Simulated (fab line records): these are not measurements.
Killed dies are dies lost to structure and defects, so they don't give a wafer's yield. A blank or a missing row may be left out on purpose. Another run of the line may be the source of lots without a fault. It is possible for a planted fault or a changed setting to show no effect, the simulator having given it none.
2 desks looking at one fault + flow sky130 + only its own numbers are on each desk; what lay behind them is given at the end

## FOR THE TOOL OWNER'S DESK: lithoTrack-02
The tool's own readings at SKY_LDD_N_COAT_02 (resist thk 300 nm): means of the sampled wafers that have a number, for each lot that ran on this tool. The brackets show how far a lot's mean lies from the usual mean; more than 4 standard deviations puts the lot out of limits, marked OUT.
Columns: A = chillPlateTempC at SKY_LDD_N_COAT_02, usual 23.00 C; B = spinSpeedRpm at SKY_LDD_N_COAT_02, usual 3000.2 rpm
| lot  | first seen here | A     | B                |
|------|-----------------|-------|------------------|
| L216 | day 19 07:32    | 23.17 | 2997.0           |
| L221 | day 21 20:53    | 23.13 | 2928.4 (-36) OUT |
| L222 | day 22 07:32    | 23.11 | 2930.2 (-35) OUT |
| L233 | day 25 09:10    | 22.96 | 2998.5           |
This desk's finding: out of limits on L221, L222; first on L221, day 21 20:53 (spinSpeedRpm at SKY_LDD_N_COAT_02). L216, L233 stayed within limits.

## AT THE METROLOGY DESK
What the gauges read for every lot (on any tool): the sampled wafers with a number, averaged. The brackets show how far a lot's mean lies from the usual mean; more than 4 standard deviations puts the lot out of limits, marked OUT.
Columns: A = cdNm at SKY_POLY_GATE_CD_MEAS_13, usual 150.2 nm; B = POLY_GATE_OVL at SKY_POLY_GATE_OVL_MEAS_14, usual -1 nm; C = POLY_GATE_OXIDATION_THK at SKY_POLY_GATE_THK_MEAS_21, usual 3.99 nm; D = cdNm at SKY_POLY_GATE_CD_MEAS_22, usual 150.7 nm; E = LDD_N_OVL at SKY_LDD_N_OVL_MEAS_07, usual -0.3 nm
| lot  | first seen here | A     | B  | C    | D     | E    |
|------|-----------------|-------|----|------|-------|------|
| L216 | day 18 07:20    | 148.6 | 2  | 4.20 | 149.4 | 0.1  |
| L217 | day 19 18:49    | 150.4 | -1 | 4.02 | 152.1 | -1.5 |
| L221 | day 21 01:46    | 148.6 | 1  | 4.10 | 147.2 | 0.2  |
| L222 | day 21 14:26    | 147.9 | -0 | 4.01 | 147.6 | -3.3 |
| L230 | day 23 18:30    | 151.8 | -8 | 3.82 | 150.0 | 2.4  |
| L233 | day 24 16:28    | 149.1 | 5  | 3.93 | 149.8 | -0.1 |
This desk's verdict: no lot among the 6 shows anything out of limits.

## PUT TOGETHER
On L221, L222, at day 21 20:53, an alarm was possible from the tool owner's desk.
From the metrology desk's view, nothing was out of limits.
The metrology desk has L221, L222 on record, within its limits.
SKY_LDD_N_COAT_02 was run on lithoTrack-02 by each of the lots named.

## WHAT THE SIMULATOR HAD INSERTED
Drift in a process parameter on lithoTrack-02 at SKY_LDD_N_COAT_02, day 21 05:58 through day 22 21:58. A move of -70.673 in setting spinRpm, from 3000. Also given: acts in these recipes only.
Struck lots among those shown: L221, L222.
Time in hours from fault onset to the first out-of-limits reading at each desk: the tool owner's desk, 15.
